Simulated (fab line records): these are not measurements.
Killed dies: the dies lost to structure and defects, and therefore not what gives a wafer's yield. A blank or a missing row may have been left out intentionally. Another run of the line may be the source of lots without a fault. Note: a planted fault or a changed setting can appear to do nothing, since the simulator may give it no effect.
The tool behind it: which one? | flow sky130 | 36 wafers from 12 lots sampled at 3 of the route's 708 steps

== WHAT THE GAUGES READ, wafer by wafer ==
SKY_POLY_CUT_CD_MEAS_08: the cd target is 270 nm.
lot  | measured     | on        | cd_nm (nm)
L262 | day 24 23:44 | cd_sem-02 | 267.7 266.0 268.1
L268 | day 27 11:07 | cd_sem-02 | 269.7 270.0 269.1
L270 | day 28 05:05 | cd_sem-01 | 269.1 267.6 267.2
L275 | day 29 23:31 | cd_sem-02 | 268.0 270.6 269.1
L276 | day 30 05:32 | cd_sem-02 | 269.7 268.6 268.8
L278 | day 30 21:42 | cd_sem-02 | 269.1 269.8 268.9
L279 | day 31 07:23 | cd_sem-02 | 271.5 272.3 271.3
L280 | day 31 10:28 | cd_sem-01 | 269.0 269.0 270.7
L281 | day 31 17:41 | cd_sem-01 | 271.2 271.3 271.3
L282 | day 31 22:39 | cd_sem-02 | 271.0 271.5 269.7
L283 | day 32 06:15 | cd_sem-01 | 271.3 270.0 270.1
L284 | day 32 22:43 | cd_sem-02 | 272.2 271.3 271.9

== WHAT TOOL EACH LOT RAN ON (gives the tool, then ch and the chambers of the sampled wafers, and finally the start) ==
lot  | SKY_SONOS_ONO_ETCH_15              | SKY_LDD_P_HMDS_01
L262 | rie_diel-03 ch 2,3, day 13 05:50   | litho_track-03 ch 0, day 19 04:36
L268 | rie_diel-03 ch 0,2,3, day 15 16:02 | litho_track-01 ch 0, day 21 19:00
L270 | rie_diel-04 ch 0,1,2, day 16 07:26 | litho_track-01 ch 0, day 22 13:05
L275 | rie_diel-03 ch 0,1, day 18 06:12   | litho_track-02 ch 0, day 24 08:14
L276 | rie_diel-04 ch 0,1,3, day 18 14:51 | litho_track-02 ch 0, day 24 16:53
L278 | rie_diel-02 ch 0,1,2, day 19 09:42 | litho_track-02 ch 0, day 25 09:34
L279 | rie_diel-02 ch 0,1,3, day 19 16:29 | litho_track-03 ch 0, day 25 19:42
L280 | rie_diel-04 ch 1,3, day 19 21:42   | litho_track-01 ch 0, day 25 21:56
L281 | rie_diel-04 ch 0,2, day 20 08:50   | litho_track-01 ch 0, day 26 07:14
L282 | rie_diel-04 ch 0,1,3, day 20 12:38 | litho_track-02 ch 0, day 26 12:43
L283 | rie_diel-03 ch 1,2,3, day 20 19:03 | litho_track-01 ch 0, day 26 20:50
L284 | rie_diel-04 ch 1,2,3, day 21 17:42 | litho_track-01 ch 0, day 27 14:44
- SKY_SONOS_ONO_ETCH_15: etches the open film in CHF3/O2, target depth 19.52 nm, time 7.8 s.
- SKY_LDD_P_HMDS_01: prime time 60 s.

== WHAT THE TOOLS THEMSELVES READ (means of the sampled wafers that have a number; where no wafer has one, the mark that the record gives instead) ==
SKY_SONOS_ONO_ETCH_15.
lot  | tool        | bias_w (W) | drypump_motor_current_A (A) | oes_product_au (a.u.) | throttle_valve_pct (%)
L262 | rie_diel-03 | 200.4      | 6.2                         | 1.002                 | 8.827
L268 | rie_diel-03 | 200.5      | 5.8                         | 0.994                 | 8.816
L270 | rie_diel-04 | 200.2      | 5.4                         | 1.003                 | 8.825
L275 | rie_diel-03 | 199.8      | 5.4                         | 1.013                 | 8.837
L276 | rie_diel-04 | 200.0      | 5.3                         | 0.993                 | 8.817
L278 | rie_diel-02 | 199.7      | 5.7                         | 1.012                 | 8.834
L279 | rie_diel-02 | 200.5      | 6.0                         | 1.010                 | 8.830
L280 | rie_diel-04 | 199.7      | 5.1                         | 1.011                 | 8.824
L281 | rie_diel-04 | 200.4      | 5.6                         | 1.001                 | 8.827
L282 | rie_diel-04 | 199.9      | 5.4                         | 0.995                 | 8.825
L283 | rie_diel-03 | 200.3      | 5.8                         | 0.995                 | 8.818
L284 | rie_diel-04 | 199.8      | 5.4                         | 1.011                 | 8.817

SKY_LDD_P_HMDS_01.
lot  | tool           | exhaust_pa (Pa) | prime_temp_c (C)
L262 | litho_track-03 | 45.3            | 119.97
L268 | litho_track-01 | 46.0            | 116.76
L270 | litho_track-01 | 46.0            | 116.82
L275 | litho_track-02 | 44.9            | 119.87
L276 | litho_track-02 | 46.2            | 120.14
L278 | litho_track-02 | 45.5            | 120.10
L279 | litho_track-03 | 46.5            | 120.08
L280 | litho_track-01 | 45.8            | 120.12
L281 | litho_track-01 | 45.8            | 120.17
L282 | litho_track-02 | 44.8            | 119.94
L283 | litho_track-01 | 45.8            | 120.03
L284 | litho_track-01 | 45.0            | 120.13

== THE ANSWER, worked out from the rows above alone ==
Rule: what is usual is taken from the lots themselves. Put in order of their means at a reading, lots are off if they are a third of the lots or fewer, leave a main group of 4 or more, and stand apart from it by a gap of 3 or more times the standard deviation of the main group's means; of several such gaps the widest counts. The tables above print the reading to a certain number of digits; a main group whose means all agree to those digits is not used. Also off: a lot with no number at a reading for which 4 or more lots have one. Any other lot the step has rows for is counted as sound. Order of review: gauges by route order, followed by the tools' own readings, for which a lot's mean as printed above is used. At the first step where some lot is off, the reading lying furthest off is the one used; lots without a number count as furthest.
Off: L268, L270, at SKY_LDD_P_HMDS_01 (prime_temp_c). The main group: mean 120.06 C, standard deviation 0.094.
A tool fits if, at that step or a process step before it, it ran every lot that is off, and no sound lot after the first of them. Of those tried, none fits.

== WHAT THE SIMULATOR PUT IN ==
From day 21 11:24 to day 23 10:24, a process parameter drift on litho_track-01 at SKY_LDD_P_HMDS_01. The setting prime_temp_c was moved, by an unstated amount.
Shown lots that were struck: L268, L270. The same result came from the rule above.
